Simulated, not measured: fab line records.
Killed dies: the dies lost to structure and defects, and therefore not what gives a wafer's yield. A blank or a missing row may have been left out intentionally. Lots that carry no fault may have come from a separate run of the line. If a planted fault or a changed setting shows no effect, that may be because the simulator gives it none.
Which tool was responsible?	flow sky130	route of 708 steps, sampled at 1 step: 7 lots, 21 wafers

WHAT EACH GAUGE READ, for each wafer
SKY_FIELD_ISO_BOW_MEAS_00.
lot	measured	on	INCOMING_BOW (um)
L726	day 1 15:00	film metro-02	-5 4 -9
L729	day 2 06:01	film metro-02	3 -4 -8
L740	day 4 13:00	film metro-02	-3 -6 -1
L742	day 4 23:02	film metro-04	-6 -4 11
L744	day 5 09:01	film metro-04	-9 -3 4
L746	day 5 19:01	film metro-04	-10 6 -5
L748	day 6 05:01	film metro-02	-7 -4 7

TOOL THAT RAN EACH LOT (tool first, then ch and the chambers of the sampled wafers, then the start)
No process step before these readings appears in the record.

THE ANSWER, worked out from the rows above alone
Rule: usual is defined by the lots themselves. The widest of any qualifying gaps counts: lots, ordered by their means at a reading, are off when they make up no more than a third of the lots, leave a main group of 4 or more, and stand apart from it by 3 or more times the standard deviation of that group's means. Not used: any main group whose means are identical at the precision the tables above print for the reading. A lot without any number at a reading at which 4 lots or more have one is off too. All remaining lots with rows at the step are treated as sound.
No lot is off at any reading shown: from this, nothing can be told.

WHAT THE SIMULATOR HAD INSERTED
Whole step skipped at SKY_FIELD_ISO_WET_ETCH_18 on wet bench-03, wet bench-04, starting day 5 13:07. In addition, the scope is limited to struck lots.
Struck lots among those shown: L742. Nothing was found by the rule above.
